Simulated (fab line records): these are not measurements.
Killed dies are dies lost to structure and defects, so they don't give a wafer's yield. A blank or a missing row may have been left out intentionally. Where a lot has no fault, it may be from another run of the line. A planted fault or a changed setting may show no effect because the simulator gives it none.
A sampling plan put to the test    flow gf180mcu    one fab line, 43 faults that these records tell of, each judged on the records of the lots that it struck
The plan is the line's own looks: the steps of the route at which a gauge or an inspection reads the wafer and doesn't change it. Where struck wafers have a number at a look and the file lists that look's usual mean and standard deviation on fault-free wafers, the look can be judged. Caught: a look later than the fault's first step finds the struck wafers' mean 4 or more of those standard deviations (sigma) from the usual mean. On the tool: the fault's steps, tested the same way using the tool's own readings. Caught also covers a different recipe on the struck wafers, or a record left blank for those wafers only.

== THE FAULTS, as the simulator had put them in ==
1. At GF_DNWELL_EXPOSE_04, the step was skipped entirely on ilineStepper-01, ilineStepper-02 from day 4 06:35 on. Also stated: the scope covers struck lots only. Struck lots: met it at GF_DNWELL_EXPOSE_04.
2. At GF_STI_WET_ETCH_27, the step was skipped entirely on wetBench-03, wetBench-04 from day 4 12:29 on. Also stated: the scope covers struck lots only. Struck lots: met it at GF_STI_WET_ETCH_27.
3. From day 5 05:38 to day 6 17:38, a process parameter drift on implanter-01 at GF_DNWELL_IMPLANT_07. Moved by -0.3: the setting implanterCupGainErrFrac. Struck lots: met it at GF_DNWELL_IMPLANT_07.
4. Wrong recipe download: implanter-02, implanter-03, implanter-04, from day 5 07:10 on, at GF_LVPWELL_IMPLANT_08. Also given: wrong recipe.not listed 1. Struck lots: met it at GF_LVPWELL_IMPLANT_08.
5. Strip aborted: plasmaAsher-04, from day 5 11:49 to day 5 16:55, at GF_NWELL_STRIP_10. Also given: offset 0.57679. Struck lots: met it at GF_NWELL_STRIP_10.
6. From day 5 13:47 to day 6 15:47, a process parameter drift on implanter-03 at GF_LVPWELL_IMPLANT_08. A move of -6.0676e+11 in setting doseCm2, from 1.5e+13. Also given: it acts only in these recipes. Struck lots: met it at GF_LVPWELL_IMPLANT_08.
7. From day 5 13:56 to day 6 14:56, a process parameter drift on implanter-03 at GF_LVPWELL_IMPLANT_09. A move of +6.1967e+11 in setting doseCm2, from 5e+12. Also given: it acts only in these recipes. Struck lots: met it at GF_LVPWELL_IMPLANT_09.
8. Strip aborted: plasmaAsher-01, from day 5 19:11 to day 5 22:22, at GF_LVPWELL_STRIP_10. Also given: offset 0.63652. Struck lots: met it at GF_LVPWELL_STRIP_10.
9. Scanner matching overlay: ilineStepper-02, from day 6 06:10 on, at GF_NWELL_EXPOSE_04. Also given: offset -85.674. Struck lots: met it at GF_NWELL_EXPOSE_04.
10. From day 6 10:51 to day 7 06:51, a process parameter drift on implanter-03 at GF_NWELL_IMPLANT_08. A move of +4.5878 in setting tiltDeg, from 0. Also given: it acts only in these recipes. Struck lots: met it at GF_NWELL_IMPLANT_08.
11. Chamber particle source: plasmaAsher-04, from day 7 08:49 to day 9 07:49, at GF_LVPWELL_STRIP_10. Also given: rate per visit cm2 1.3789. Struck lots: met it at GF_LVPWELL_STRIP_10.
12. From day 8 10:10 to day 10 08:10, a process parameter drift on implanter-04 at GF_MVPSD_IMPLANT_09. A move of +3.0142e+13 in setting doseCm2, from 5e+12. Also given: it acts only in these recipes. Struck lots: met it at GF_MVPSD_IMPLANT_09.
13. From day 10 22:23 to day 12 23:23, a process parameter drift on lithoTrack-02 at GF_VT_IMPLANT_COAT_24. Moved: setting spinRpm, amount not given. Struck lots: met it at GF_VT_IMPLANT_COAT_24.
14. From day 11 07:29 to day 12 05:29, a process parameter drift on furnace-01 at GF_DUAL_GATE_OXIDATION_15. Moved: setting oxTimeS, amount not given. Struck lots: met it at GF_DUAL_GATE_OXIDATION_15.
15. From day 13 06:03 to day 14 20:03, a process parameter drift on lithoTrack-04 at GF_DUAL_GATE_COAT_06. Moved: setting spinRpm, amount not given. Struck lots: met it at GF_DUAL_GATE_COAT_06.
16. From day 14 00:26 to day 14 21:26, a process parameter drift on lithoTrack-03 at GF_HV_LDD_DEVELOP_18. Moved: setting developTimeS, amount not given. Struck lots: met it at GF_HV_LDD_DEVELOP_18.
17. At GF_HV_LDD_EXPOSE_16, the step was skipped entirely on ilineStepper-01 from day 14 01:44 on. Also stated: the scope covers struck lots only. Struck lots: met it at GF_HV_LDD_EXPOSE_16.
18. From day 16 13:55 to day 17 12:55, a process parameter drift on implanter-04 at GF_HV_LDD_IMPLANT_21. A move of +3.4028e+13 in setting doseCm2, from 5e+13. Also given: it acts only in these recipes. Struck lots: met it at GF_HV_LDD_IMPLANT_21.
19. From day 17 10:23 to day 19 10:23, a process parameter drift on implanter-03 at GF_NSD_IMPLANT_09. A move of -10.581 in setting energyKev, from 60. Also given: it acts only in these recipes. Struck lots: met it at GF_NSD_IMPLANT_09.
20. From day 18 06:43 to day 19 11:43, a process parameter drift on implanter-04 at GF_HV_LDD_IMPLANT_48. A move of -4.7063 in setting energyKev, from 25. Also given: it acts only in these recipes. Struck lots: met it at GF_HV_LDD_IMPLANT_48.
21. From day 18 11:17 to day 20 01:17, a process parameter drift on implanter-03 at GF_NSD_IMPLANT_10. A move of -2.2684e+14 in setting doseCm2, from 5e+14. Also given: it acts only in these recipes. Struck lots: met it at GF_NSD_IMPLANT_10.
22. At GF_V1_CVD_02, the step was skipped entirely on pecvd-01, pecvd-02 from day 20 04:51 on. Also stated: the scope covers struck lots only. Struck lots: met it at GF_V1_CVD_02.
23. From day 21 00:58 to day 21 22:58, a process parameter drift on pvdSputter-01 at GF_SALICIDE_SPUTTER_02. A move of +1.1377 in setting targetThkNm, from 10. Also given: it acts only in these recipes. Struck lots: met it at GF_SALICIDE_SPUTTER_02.
24. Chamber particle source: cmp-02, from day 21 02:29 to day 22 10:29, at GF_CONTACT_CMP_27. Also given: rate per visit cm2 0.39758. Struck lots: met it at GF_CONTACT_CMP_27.
25. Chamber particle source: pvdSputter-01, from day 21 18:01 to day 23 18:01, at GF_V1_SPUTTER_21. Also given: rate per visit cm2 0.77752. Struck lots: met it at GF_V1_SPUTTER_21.
26. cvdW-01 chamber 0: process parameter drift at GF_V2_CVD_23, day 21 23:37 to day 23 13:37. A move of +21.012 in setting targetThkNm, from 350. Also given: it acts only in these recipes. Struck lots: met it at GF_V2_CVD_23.
27. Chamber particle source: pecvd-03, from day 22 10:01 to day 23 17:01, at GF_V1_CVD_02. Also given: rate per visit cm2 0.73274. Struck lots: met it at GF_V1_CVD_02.
28. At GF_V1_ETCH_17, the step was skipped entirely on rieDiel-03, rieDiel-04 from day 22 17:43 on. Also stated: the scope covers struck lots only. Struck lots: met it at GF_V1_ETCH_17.
29. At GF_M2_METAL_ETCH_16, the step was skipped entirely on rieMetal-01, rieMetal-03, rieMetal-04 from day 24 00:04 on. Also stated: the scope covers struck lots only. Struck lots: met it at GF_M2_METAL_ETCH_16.
30. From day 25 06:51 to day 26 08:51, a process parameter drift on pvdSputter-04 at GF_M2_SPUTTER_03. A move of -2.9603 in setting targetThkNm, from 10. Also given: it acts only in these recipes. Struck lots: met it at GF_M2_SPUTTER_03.
31. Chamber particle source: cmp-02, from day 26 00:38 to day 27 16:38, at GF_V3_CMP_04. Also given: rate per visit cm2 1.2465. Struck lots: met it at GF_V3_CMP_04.
32. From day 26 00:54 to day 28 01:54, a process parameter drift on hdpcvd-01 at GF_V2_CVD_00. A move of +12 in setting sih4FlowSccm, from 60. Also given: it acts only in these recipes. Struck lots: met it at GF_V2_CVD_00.
33. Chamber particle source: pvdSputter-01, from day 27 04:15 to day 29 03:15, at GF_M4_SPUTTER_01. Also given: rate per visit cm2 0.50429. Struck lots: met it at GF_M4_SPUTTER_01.
34. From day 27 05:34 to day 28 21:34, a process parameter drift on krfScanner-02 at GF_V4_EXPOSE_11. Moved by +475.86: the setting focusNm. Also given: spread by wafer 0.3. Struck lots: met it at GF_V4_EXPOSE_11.
35. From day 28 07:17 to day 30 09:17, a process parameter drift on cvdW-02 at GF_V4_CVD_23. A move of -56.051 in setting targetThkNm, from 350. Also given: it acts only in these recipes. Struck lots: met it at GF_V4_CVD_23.
36. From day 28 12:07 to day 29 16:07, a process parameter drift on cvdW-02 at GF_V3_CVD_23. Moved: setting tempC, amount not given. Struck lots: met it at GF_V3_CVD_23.
37. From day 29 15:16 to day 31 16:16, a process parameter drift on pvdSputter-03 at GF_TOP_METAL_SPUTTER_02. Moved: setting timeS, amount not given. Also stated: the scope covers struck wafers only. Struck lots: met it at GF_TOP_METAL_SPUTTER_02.
38. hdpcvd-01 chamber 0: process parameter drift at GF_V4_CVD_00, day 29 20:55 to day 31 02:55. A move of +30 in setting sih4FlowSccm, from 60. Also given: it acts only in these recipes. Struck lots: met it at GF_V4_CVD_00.
39. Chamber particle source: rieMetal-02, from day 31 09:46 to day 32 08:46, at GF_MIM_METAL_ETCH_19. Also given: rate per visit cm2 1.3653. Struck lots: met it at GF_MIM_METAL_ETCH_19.
40. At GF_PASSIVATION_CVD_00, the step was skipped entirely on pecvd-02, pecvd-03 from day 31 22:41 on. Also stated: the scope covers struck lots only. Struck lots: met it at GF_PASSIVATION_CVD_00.
41. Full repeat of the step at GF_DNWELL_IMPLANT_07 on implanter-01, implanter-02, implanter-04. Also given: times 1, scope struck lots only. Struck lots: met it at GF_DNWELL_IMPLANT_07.
42. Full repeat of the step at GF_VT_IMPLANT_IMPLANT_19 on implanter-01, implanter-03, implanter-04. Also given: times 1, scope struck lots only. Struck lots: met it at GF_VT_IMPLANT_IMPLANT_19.
43. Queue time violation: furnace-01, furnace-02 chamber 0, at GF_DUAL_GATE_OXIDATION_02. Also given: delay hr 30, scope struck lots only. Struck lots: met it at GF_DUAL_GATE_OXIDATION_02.

== WHAT THE PLAN SAW ==
fault  on the tool itself                                first look that catches it                       reading, sigma                                                  median hours from its first step to that look  hours from the fault's start to the first struck lot there  judged looks passed uncaught
1      no reading that can be judged                     GF_DNWELL_TW_MEAS_09                             DNWELL_TW -99 or beyond                                         7.2                                            10                                                          0
2      the tool's record is blank for the struck wafers  no look after it can be judged                   -                                                               -                                              -                                                           0
3      beamOnS +21 sigma                                 GF_DNWELL_TW_MEAS_09                             DNWELL_TW +14                                                   0.2                                            4                                                           0
4      under 2 sigma                                     GF_LVPWELL_TW_MEAS_11                            LVPWELL_TW +99 or beyond                                        0.4                                            5                                                           0
5      oesProductAu +61 sigma                            GF_LVPWELL_TW_MEAS_11                            LVPWELL_TW -99 or beyond                                        15.1                                           20                                                          0
6      doseIonsCm2 -30 sigma                             GF_VT_IMPLANT_RS_MEAS_48                         LVPWELL_RS +7.7                                                 100.4                                          102                                                         1
7      doseIonsCm2 +99 or beyond sigma                   GF_VT_IMPLANT_RS_MEAS_48                         LVPWELL_RS -7.6                                                 100.3                                          102                                                         0
8      oesProductAu +47 sigma                            GF_MVSD_TW_MEAS_11                               MVSD_TW -99 or beyond                                           15.5                                           19                                                          0
9      no reading that can be judged                     GF_NWELL_OVL_MEAS_07                             NWELL_OVL -57                                                   7.4                                            14                                                          0
10     tiltDeg +99 or beyond sigma                       GF_NWELL_TW_MEAS_11                              NWELL_TW +22                                                    0.4                                            4                                                           0
11     under 2 sigma                                     no look after it can be judged                   -                                                               -                                              -                                                           0
12     doseIonsCm2 +99 or beyond sigma                   GF_MVPSD_TW_MEAS_11                              MVPSD_TW +54                                                    0.2                                            7                                                           0
13     spinSpeedRpm +99 or beyond sigma                  not the one look that can be judged after it     -                                                               -                                              -                                                           1
14     under 2 sigma                                     no look after it can be judged                   -                                                               -                                              -                                                           0
15     spinSpeedRpm -65 sigma                            none of the 2 looks that can be judged after it  -                                                               -                                              -                                                           2
16     no reading that can be judged                     GF_HV_LDD_CD_MEAS_19                             cdNm -13                                                        0.1                                            6                                                           0
17     no reading that can be judged                     no look after it can be judged                   -                                                               -                                              -                                                           0
18     doseIonsCm2 +99 or beyond sigma                   GF_HV_LDD_TW_MEAS_23                             HV_LDD_2_TW +38                                                 0.2                                            10                                                          0
19     beamEnergyKeV -99 or beyond sigma                 GF_NSD_TW_MEAS_12                                NSD_TW -6.8                                                     0.4                                            5                                                           0
20     beamEnergyKeV -99 or beyond sigma                 GF_HV_LDD_TW_MEAS_50                             HV_LDD_4_TW -7.8                                                0.2                                            2                                                           0
21     doseIonsCm2 -99 or beyond sigma                   GF_PSD_RS_MEAS_14                                NSD_RS +35                                                      25.9                                           46                                                          0
22     the tool's record is blank for the struck wafers  no look after it can be judged                   -                                                               -                                              -                                                           0
23     under 2 sigma                                     GF_SALICIDE_RS_MEAS_04                           SALICIDE_TIN_RS -5.4                                            0.1                                            9                                                           0
24     under 2 sigma                                     not the one look that can be judged after it     -                                                               -                                              -                                                           1
25     under 2 sigma                                     none of the 2 looks that can be judged after it  -                                                               -                                              -                                                           2
26     under 2 sigma                                     not the one look that can be judged after it     strongest: V2_W_RS at GF_V2_RS_MEAS_24, -3.1                    -                                              -                                                           1
27     under 2 sigma                                     no look after it can be judged                   -                                                               -                                              -                                                           0
28     the tool's record is blank for the struck wafers  no look after it can be judged                   -                                                               -                                              -                                                           0
29     the tool's record is blank for the struck wafers  no look after it can be judged                   -                                                               -                                              -                                                           0
30     under 2 sigma                                     no look after it can be judged                   -                                                               -                                              -                                                           0
31     under 2 sigma                                     none of the 2 looks that can be judged after it  -                                                               -                                              -                                                           2
32     sih4FlowSccm +71 sigma                            GF_V2_THK_MEAS_01                                V2_CVD_00_THK +20                                               0.1                                            6                                                           0
33     under 2 sigma                                     no look after it can be judged                   -                                                               -                                              -                                                           0
34     exposureDoseMJCm2 -31 sigma                       GF_V4_CD_MEAS_14                                 cdNm +9.3                                                       9.2                                            36                                                          0
35     under 2 sigma                                     GF_V4_RS_MEAS_24                                 V4_W_RS +8.8                                                    0.1                                            11                                                          0
36     susceptorTempC +9.1 sigma                         none of the 2 looks that can be judged after it  strongest: V3_W_THK at GF_V3_THK_MEAS_25, +2.5                  -                                              -                                                           2
37     under 2 sigma                                     GF_TOP_METAL_RS_MEAS_05                          TOP_METAL_ALCU_RS +16                                           0.1                                            5                                                           0
38     sih4FlowSccm +99 or beyond sigma                  GF_V4_THK_MEAS_01                                V4_CVD_00_THK +58                                               0.1                                            10                                                          0
39     under 2 sigma                                     no look after it can be judged                   -                                                               -                                              -                                                           0
40     the tool's record is blank for the struck wafers  not the one look that can be judged after it     strongest: PASSIVATION_BOW at GF_PASSIVATION_BOW_MEAS_14, -3.1  -                                              -                                                           1
41     under 2 sigma                                     GF_DNWELL_TW_MEAS_09                             DNWELL_TW +31                                                   0.7                                            -                                                           0
42     no reading that can be judged                     GF_VT_IMPLANT_TW_MEAS_21                         VT_IMPLANT_2_TW +42                                             0.6                                            -                                                           0
43     under 2 sigma                                     not the one look that can be judged after it     -                                                               -                                              -                                                           1
A dash: this means the fault isn't caught or the number doesn't appear in these records.

Caught at a look: 23 of 43. Caught on the tool: 22 of 43. By one or the other: 31 of 43.
Faults 2, 13, 15, 22, 28, 29, 36, 40 were caught on the tool alone.
Caught at a look alone: faults 1, 4, 9, 16, 23, 35, 37, 41, 42.
Caught by neither: faults 11, 14, 17, 24, 25, 26, 27, 30, 31, 33, 39, 43.

== THINNER SAMPLING ==
In the worst case, this is how late the first struck lot would be measured if the look that catches a fault measured only every second or every third lot, by lot number:
fault  struck lots at that look, in order of time  every lot  every second lot  every third lot
1      L536, L538, L537                            10 h       20 h              20 h
3      L627, L629                                  4 h        may miss all 2    may miss all 2
4      L264, L266, L265, L267                      5 h        9 h               9 h
5      L571                                        20 h       may miss it       may miss it
6      L488, L490                                  102 h      may miss all 2    may miss all 2
7      L459, L461                                  102 h      may miss all 2    may miss all 2
8      L919                                        19 h       may miss it       may miss it
9      L548, L549                                  14 h       19 h              may miss all 2
10     L510, L511                                  4 h        9 h               may miss all 2
12     L339, L344                                  7 h        35 h              may miss all 2
16     L606, L609                                  6 h        19 h              may miss all 2
18     L196, L197                                  10 h       17 h              may miss all 2
19     L280, L284                                  5 h        may miss all 2    may miss all 2
20     L833, L835                                  2 h        may miss all 2    may miss all 2
21     L376, L375                                  46 h       48 h              may miss all 2
23     L137, L136                                  9 h        11 h              may miss all 2
32     L146, L148                                  6 h        may miss all 2    may miss all 2
34     L366                                        36 h       may miss it       may miss it
35     L726, L730                                  11 h       may miss all 2    may miss all 2
37     L129, L133                                  5 h        may miss all 2    may miss all 2
38     L318, L319                                  10 h       16 h              may miss all 2
Hours count from the start of the fault until the first struck lot that is measured. The test against the limit of 4 sigma pooled every struck wafer, which means one lot taken alone may stay below that limit. Other struck lots may not be in these records.

== THE LONGEST TIMED WAY FROM STEP TO LOOK ==
For fault 6, GF_LVPWELL_IMPLANT_08 and GF_VT_IMPLANT_RS_MEAS_48 are separated by a median of 100.4 hours. The look between them that can be judged stayed within 4 sigma: GF_VT_IMPLANT_OVL_MEAS_07.
